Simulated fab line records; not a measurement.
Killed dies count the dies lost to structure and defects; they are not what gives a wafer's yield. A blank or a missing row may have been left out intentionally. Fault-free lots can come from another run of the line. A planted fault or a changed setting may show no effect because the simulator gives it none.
The tool behind it: which one? -- flow gf180mcu -- Sampling: 24 lots, 72 wafers, 6 of 602 route steps

## WHAT THE GAUGES READ, wafer by wafer
GF_V2_THK_MEAS_03. Usual: V2_CVD_02_THK gives 848 nm (standard deviation 12).
lot,measured,on,V2_CVD_02_THK (nm),flag
L074,day 19 14:46,film_metro-04,825 833 847,
L075,day 20 03:05,film_metro-04,835 837 842,
L076,day 20 06:06,film_metro-03,841 843 847,
L077,day 20 18:01,film_metro-04,834 837 851,
L078,day 20 23:35,film_metro-01,856 832 859,
L079,day 21 09:56,film_metro-03,849 860 841,
L080,day 21 16:41,film_metro-01,835 867 856,
L081,day 21 22:17,film_metro-04,834 851 842,
L082,day 22 12:49,film_metro-03,839 873 858,
L083,day 22 19:55,film_metro-04,840 839 848,
L084,day 23 00:51,film_metro-04,844 852 868,
L085,day 23 13:16,film_metro-03,831 864 840,
L086,day 23 16:53,film_metro-03,838 828 860,
L087,day 24 04:04,film_metro-03,850 846 852,
L088,day 24 11:17,film_metro-01,839 884 857,
L089,day 24 15:20,film_metro-01,833 834 851,
L090,day 24 23:58,film_metro-04,839 842 856,
L091,day 25 09:19,film_metro-01,841 863 855,
L092,day 25 14:43,film_metro-03,858 841 856,
L093,day 26 01:55,film_metro-04,853 849 865,
L094,day 26 06:16,film_metro-03,873 864 865,
L095,day 26 11:55,film_metro-04,848 852 838,
L096,day 26 18:59,film_metro-03,833 834 832,
L097,day 27 03:32,film_metro-04,841 840 852,

GF_M4_CD_MEAS_14: the cd target is 280 nm. Usual: cd_nm reads 280.1 nm (standard deviation 1.3).
lot,measured,on,cd_nm (nm),flag
L074,day 23 18:40,cd_sem-01,279.7 279.4 279.4,
L075,day 24 05:43,cd_sem-02,281.7 281.9 281.8,
L076,day 24 09:52,cd_sem-01,282.0 281.2 280.6,
L077,day 24 19:41,cd_sem-01,279.5 280.8 280.9,
L078,day 25 00:52,cd_sem-01,277.8 279.0 278.4,
L079,day 25 10:08,cd_sem-01,280.4 282.4 281.0,
L080,day 25 16:31,cd_sem-02,278.6 279.0 280.0,
L081,day 25 20:26,cd_sem-01,283.2 280.8 281.3,
L082,day 26 10:19,cd_sem-02,280.3 282.0 280.8,
L083,day 26 16:25,cd_sem-02,278.2 278.5 277.9,
L084,day 26 20:27,cd_sem-02,281.0 281.7 281.8,
L085,day 27 07:25,cd_sem-02,280.0 278.2 279.4,
L086,day 27 10:58,cd_sem-02,279.5 279.1 279.5,
L087,day 27 22:41,cd_sem-02,279.9 280.5 279.8,
L088,day 28 04:45,cd_sem-01,279.9 280.5 279.7,
L089,day 28 07:50,cd_sem-02,281.4 281.8 280.9,
L090,day 28 15:01,cd_sem-02,280.9 280.0 280.2,
L091,day 28 23:48,cd_sem-01,277.6 279.4 280.4,
L092,day 29 03:07,cd_sem-02,281.0 281.3 281.4,
L093,day 29 15:02,cd_sem-02,278.3 278.2 278.1,
L094,day 29 18:58,cd_sem-02,280.2 279.8 279.3,
L095,day 30 00:54,cd_sem-02,280.1 280.9 280.0,
L096,day 30 06:52,cd_sem-02,280.3 279.7 279.1,
L097,day 30 14:25,cd_sem-02,278.0 278.8 278.5,

GF_TOP_METAL_CD_MEAS_14: the cd target is 440 nm. Usual: cd_nm reads 439.6 nm (standard deviation 2.9).
lot,measured,on,cd_nm (nm),flag
L074,day 28 11:17,cd_sem-01,440.3 440.7 439.7,
L075,day 28 20:07,cd_sem-02,443.0 444.6 443.4,
L076,day 28 23:43,cd_sem-02,437.2 439.1 438.9,
L077,day 29 07:17,cd_sem-02,436.5 433.3 433.2,
L078,day 29 11:56,cd_sem-01,437.1 437.8 437.4,
L079,day 29 20:58,cd_sem-01,439.7 440.6 439.4,
L080,day 30 02:55,cd_sem-01,441.0 440.7 439.7,
L081,day 30 06:49,cd_sem-01,436.4 439.8 439.0,
L082,day 30 17:57,cd_sem-02,444.4 445.1 446.7,
L083,day 30 23:34,cd_sem-01,440.8 442.6 440.0,
L084,day 31 04:07,cd_sem-02,435.9 436.1 435.0,
L085,day 31 13:28,cd_sem-02,444.4 445.3 444.8,
L086,day 31 17:02,cd_sem-01,438.3 438.2 437.6,
L087,day 32 02:14,cd_sem-01,439.5 436.6 438.1,
L088,day 32 08:00,cd_sem-02,437.7 440.1 438.7,
L089,day 32 09:38,cd_sem-02,436.5 437.5 441.2,
L090,day 32 15:52,cd_sem-02,438.0 437.7 434.1,
L091,day 33 00:10,cd_sem-01,444.0 443.2 441.5,
L092,day 33 01:14,cd_sem-01,440.8 443.6 443.0,
L093,day 33 12:05,cd_sem-01,436.7 440.2 439.1,
L094,day 33 14:40,cd_sem-01,440.5 440.6 438.5,
L095,day 33 19:40,cd_sem-02,436.7 438.8 438.2,
L096,day 34 00:43,cd_sem-02,439.1 440.3 439.8,
L097,day 34 06:19,cd_sem-01,439.9 439.8 439.3,

## TOOL THAT RAN EACH LOT (tool first, then ch and the chambers of the sampled wafers, then the start)
lot,GF_V3_STRIP_18,GF_V4_STRIP_18,GF_MIM_SPUTTER_00
L074,"plasma_asher-03 ch 0,1, day 22 18:18","plasma_asher-03 ch 0,1, day 24 18:40","pvd_sputter-01, day 24 19:53"
L075,"plasma_asher-02 ch 0,1, day 23 05:53","plasma_asher-03 ch 0,1, day 25 05:22","pvd_sputter-01, day 25 06:35"
L076,"plasma_asher-03 ch 0,1, day 23 10:21","plasma_asher-03 ch 0,1, day 25 09:33","pvd_sputter-04, day 25 10:47"
L077,"plasma_asher-04 ch 0,1, day 23 20:14","plasma_asher-04 ch 0,1, day 25 18:47","pvd_sputter-01, day 25 20:02"
L078,"plasma_asher-02 ch 0,1, day 24 01:49","plasma_asher-01 ch 0,1, day 25 23:58","pvd_sputter-04, day 26 01:11"
L079,"plasma_asher-03 ch 0,1, day 24 11:49","plasma_asher-01 ch 0,1, day 26 08:53","pvd_sputter-03, day 26 10:06"
L080,"plasma_asher-04 ch 0,1, day 24 17:23","plasma_asher-01 ch 0,1, day 26 15:26","pvd_sputter-04, day 26 16:38"
L081,"plasma_asher-03 ch 0,1, day 24 21:17","plasma_asher-04 ch 0,1, day 26 19:14","pvd_sputter-04, day 26 20:25"
L082,"plasma_asher-02 ch 0,1, day 25 12:11","plasma_asher-04 ch 0,1, day 27 08:41","pvd_sputter-03, day 27 09:53"
L083,"plasma_asher-03 ch 0,1, day 25 17:42","plasma_asher-04 ch 0,1, day 27 14:28","pvd_sputter-01, day 27 15:41"
L084,"plasma_asher-03 ch 0,1, day 25 22:07","plasma_asher-03 ch 0,1, day 27 18:35","pvd_sputter-03, day 27 19:56"
L085,"plasma_asher-03 ch 0,1, day 26 09:36","plasma_asher-04 ch 0,1, day 28 05:19","pvd_sputter-01, day 28 06:32"
L086,"plasma_asher-03 ch 0,1, day 26 13:27","plasma_asher-03 ch 0,1, day 28 09:02","pvd_sputter-04, day 28 10:37"
L087,"plasma_asher-03 ch 0,1, day 27 00:51","plasma_asher-01 ch 0,1, day 28 19:58","pvd_sputter-01, day 28 21:17"
L088,"plasma_asher-02 ch 0,1, day 27 07:23","plasma_asher-04 ch 0,1, day 29 01:50","pvd_sputter-03, day 29 03:23"
L089,"plasma_asher-03 ch 0,1, day 27 10:25","plasma_asher-03 ch 0,1, day 29 05:04","pvd_sputter-04, day 29 06:17"
L090,"plasma_asher-04 ch 0,1, day 27 18:08","plasma_asher-03 ch 0,1, day 29 11:53","pvd_sputter-04, day 29 13:09"
L091,"plasma_asher-03 ch 0,1, day 28 03:03","plasma_asher-04 ch 0,1, day 29 20:29","pvd_sputter-04, day 29 21:43"
L092,"plasma_asher-02 ch 0,1, day 28 06:53","plasma_asher-03 ch 0,1, day 30 00:08","pvd_sputter-03, day 30 01:20"
L093,"plasma_asher-02 ch 0,1, day 28 18:29","plasma_asher-01 ch 0,1, day 30 11:23","pvd_sputter-01, day 30 12:38"
L094,"plasma_asher-03 ch 0,1, day 28 22:26","plasma_asher-04 ch 0,1, day 30 15:05","pvd_sputter-01, day 30 16:20"
L095,"plasma_asher-03 ch 0,1, day 29 04:00","plasma_asher-04 ch 0,1, day 30 20:09","pvd_sputter-01, day 30 21:23"
L096,"plasma_asher-04 ch 0,1, day 29 11:02","plasma_asher-03 ch 0,1, day 31 02:39","pvd_sputter-04, day 31 03:53"
L097,"plasma_asher-04 ch 0,1, day 29 18:05","plasma_asher-01 ch 0,1, day 31 09:38","pvd_sputter-01, day 31 10:52"
- GF_V3_STRIP_18: strips in O2/N2.
- GF_V4_STRIP_18: strips in O2/N2.
- GF_MIM_SPUTTER_00: material Ti, target thk 37.5 nm, time 150 s.

## WHAT THE TOOLS THEMSELVES READ (means of the sampled wafers that have a number; where no wafer has one, the mark that the record gives instead)
GF_V3_STRIP_18. Usual: drypump_motor_current_A 5.7 A, standard deviation 0.52; heater_power_w 341 W, standard deviation 17; n2_flow_sccm 300.1 sccm, standard deviation 0.93; oes_product_au 0.593 a.u., standard deviation 0.0051.
lot,tool,drypump_motor_current_A (A),heater_power_w (W),n2_flow_sccm (sccm),oes_product_au (a.u.),flag
L074,plasma_asher-03,5.7,329,300.8,0.591,
L075,plasma_asher-02,5.8,364,300.9,0.584,
L076,plasma_asher-03,5.5,339,299.5,0.596,
L077,plasma_asher-04,6.2,330,299.5,0.593,
L078,plasma_asher-02,5.8,368,300.3,0.593,
L079,plasma_asher-03,5.7,334,299.8,0.594,
L080,plasma_asher-04,5.8,326,300.6,0.588,
L081,plasma_asher-03,5.5,337,300.6,0.591,
L082,plasma_asher-02,5.4,363,299.5,0.591,
L083,plasma_asher-03,5.5,335,299.8,0.594,
L084,plasma_asher-03,5.5,340,300.4,0.592,
L085,plasma_asher-03,5.5,339,299.8,0.596,
L086,plasma_asher-03,5.5,336,300.3,0.592,
L087,plasma_asher-03,5.7,337,299.4,0.592,
L088,plasma_asher-02,5.8,373,299.6,0.597,
L089,plasma_asher-03,5.7,337,299.9,0.596,
L090,plasma_asher-04,6.2,332,299.4,0.592,
L091,plasma_asher-03,5.5,343,300.2,0.594,
L092,plasma_asher-02,5.4,361,299.6,0.593,
L093,plasma_asher-02,5.5,360,299.7,0.595,
L094,plasma_asher-03,5.7,333,299.5,0.593,
L095,plasma_asher-03,5.7,337,299.8,0.590,
L096,plasma_asher-04,6.2,326,301.2,0.592,
L097,plasma_asher-04,5.8,324,300.7,0.593,

GF_V4_STRIP_18. Usual: drypump_motor_current_A 5.9 A, standard deviation 0.57; heater_power_w 327 W, standard deviation 31; n2_flow_sccm 300.0 sccm, standard deviation 0.91; oes_product_au 0.591 a.u., standard deviation 0.0053.
lot,tool,drypump_motor_current_A (A),heater_power_w (W),n2_flow_sccm (sccm),oes_product_au (a.u.),flag
L074,plasma_asher-03,5.7,334,299.9,0.590,
L075,plasma_asher-03,5.7,333,300.4,0.587,
L076,plasma_asher-03,5.7,337,300.7,0.587,
L077,plasma_asher-04,6.2,327,299.8,0.595,
L078,plasma_asher-01,6.3,290,300.1,0.585,
L079,plasma_asher-01,6.1,331,301.3,0.588,
L080,plasma_asher-01,6.3,297,300.5,0.591,
L081,plasma_asher-04,6.2,328,300.1,0.590,
L082,plasma_asher-04,6.2,333,300.2,0.591,
L083,plasma_asher-04,6.2,330,299.9,0.591,
L084,plasma_asher-03,5.5,337,299.3,0.592,
L085,plasma_asher-04,6.2,325,299.4,0.599,
L086,plasma_asher-03,5.7,336,300.1,0.591,
L087,plasma_asher-01,6.3,292,300.0,0.592,
L088,plasma_asher-04,5.8,321,299.8,0.595,
L089,plasma_asher-03,5.7,337,299.6,0.595,
L090,plasma_asher-03,5.5,336,299.3,0.591,
L091,plasma_asher-04,6.2,338,299.2,0.590,
L092,plasma_asher-03,5.7,337,300.1,0.595,
L093,plasma_asher-01,6.3,295,300.5,0.587,
L094,plasma_asher-04,6.2,330,300.4,0.593,
L095,plasma_asher-04,6.2,331,299.6,0.590,
L096,plasma_asher-03,5.7,334,300.1,0.595,
L097,plasma_asher-01,6.1,334,298.3,0.591,

GF_MIM_SPUTTER_00. Usual: chamber_pressure_pa 2.000 Pa, standard deviation 0.004; throttle_valve_pct 29.9 %, standard deviation 0.55.
lot,tool,chamber_pressure_pa (Pa),throttle_valve_pct (%),flag
L074,pvd_sputter-01,2.001,30.0,
L075,pvd_sputter-01,2.002,29.9,
L076,pvd_sputter-04,1.999,30.2,
L077,pvd_sputter-01,2.001,29.9,
L078,pvd_sputter-04,2.001,30.0,
L079,pvd_sputter-03,2.002,30.1,
L080,pvd_sputter-04,2.002,29.8,
L081,pvd_sputter-04,1.999,30.2,
L082,pvd_sputter-03,2.003,29.8,
L083,pvd_sputter-01,1.997,29.6,
L084,pvd_sputter-03,1.998,29.8,
L085,pvd_sputter-01,2.002,29.7,
L086,pvd_sputter-04,2.000,30.1,
L087,pvd_sputter-01,1.999,30.0,
L088,pvd_sputter-03,1.999,29.8,
L089,pvd_sputter-04,1.998,30.4,
L090,pvd_sputter-04,2.001,29.9,
L091,pvd_sputter-04,1.998,30.1,
L092,pvd_sputter-03,1.996,29.9,
L093,pvd_sputter-01,2.000,29.8,
L094,pvd_sputter-01,2.003,29.7,
L095,pvd_sputter-01,2.002,29.9,
L096,pvd_sputter-04,2.001,29.7,
L097,pvd_sputter-01,2.000,29.7,

## THE ANSWER, worked out from the rows above alone
Rule: lot off if the mean of its wafers having a number is beyond 3 standard deviations from the usual mean. A lot without any number at a reading at which 4 lots or more have one is off too. All remaining lots with rows at the step are treated as sound. Order of review: gauges by route order, followed by the tools' own readings, for which a lot's mean as printed above is used. At the first step where some lot is off, the reading lying furthest off is the one used; lots without a number count as furthest.
Nothing can be told from this: no lot is off at any reading shown.

## WHAT WAS PUT IN BY THE SIMULATOR
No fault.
